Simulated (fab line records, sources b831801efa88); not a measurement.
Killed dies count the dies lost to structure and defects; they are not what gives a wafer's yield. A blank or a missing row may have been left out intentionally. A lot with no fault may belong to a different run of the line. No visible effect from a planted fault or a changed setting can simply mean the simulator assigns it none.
One fault through the eyes of 2 desks	flow sky130	what lay behind the numbers comes last; until then each desk has only its own

== THE METROLOGY DESK ==
Lot by lot, what the gauges showed, no matter which tool ran the lot: averages of those sampled wafers that carry a number. A lot is out of limits, marked OUT, if its mean lies more than 4 standard deviations from the usual mean; the brackets give that distance.
Columns: A = cd nm at SKY_POLY_GATE_CD_MEAS_22, usual 150.6 nm
lot	first seen here	A
L501	day 16 11:24	150.7
L502	day 16 15:38	149.8
L503	day 17 15:05	151.7
L504	day 17 17:46	149.7
L505	day 19 03:03	148.7
L507	day 19 06:21	149.6
L506	day 19 06:23	151.6
L508	day 19 07:14	151.5
L510	day 19 19:45	151.1
L515	day 21 10:46	146.8
L516	day 21 19:12	149.7
L517	day 22 10:48	151.4
L518	day 22 17:17	151.6
L524	day 24 12:59	150.0
Finding of this desk: none of the 14 lots has anything out of limits.

== FOR THE TOOL OWNER'S DESK: cmp-01 ==
The tool's own readings at SKY_LI_CONTACT_CMP_02 (polishes PSG): means of the sampled wafers that have a number, for each lot that ran on this tool. A lot is out of limits, marked OUT, if its mean lies more than 4 standard deviations from the usual mean; the brackets give that distance.
Columns: A = motor current A at SKY_LI_CONTACT_CMP_02, usual 11.9 A; B = time to endpoint s at SKY_LI_CONTACT_CMP_02, usual 32.3 s
lot	first seen here	A	B
L501	day 27 21:46	11.8	36.4
L502	day 28 02:19	12.3	36.4
L503	day 29 00:34	10.6	31.9
L505	day 30 10:48	12.5	32.7
L507	day 30 14:00	11.6	33.3
L508	day 30 14:45	10.9	29.1
L515	day 32 11:40	11.9	23.6
L516	day 32 18:31	12.4	25.0
L517	day 33 08:34	10.3	20.5 (-4.4) OUT
Finding of this desk: L517 out of limits; the first was L517 at day 33 08:34, on time to endpoint s at SKY_LI_CONTACT_CMP_02. L501, L502, L503, L505, L507, L508, L515, L516: within limits.

== BROUGHT TOGETHER ==
On L517, at day 33 08:34, an alarm was possible from the tool owner's desk.
Metrology desk: nothing out of limits seen.
The metrology desk holds a record of L517, inside its limits.
The lots listed all ran SKY_LI_CONTACT_CMP_02 on cmp-01.

== WHAT THE SIMULATOR HAD INSERTED ==
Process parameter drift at SKY_LI_CONTACT_CMP_02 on cmp-01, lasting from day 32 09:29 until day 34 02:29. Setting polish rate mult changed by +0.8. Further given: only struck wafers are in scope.
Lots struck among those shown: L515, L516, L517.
Time in hours from fault onset to the first out-of-limits reading at each desk: the tool owner's desk, 23.
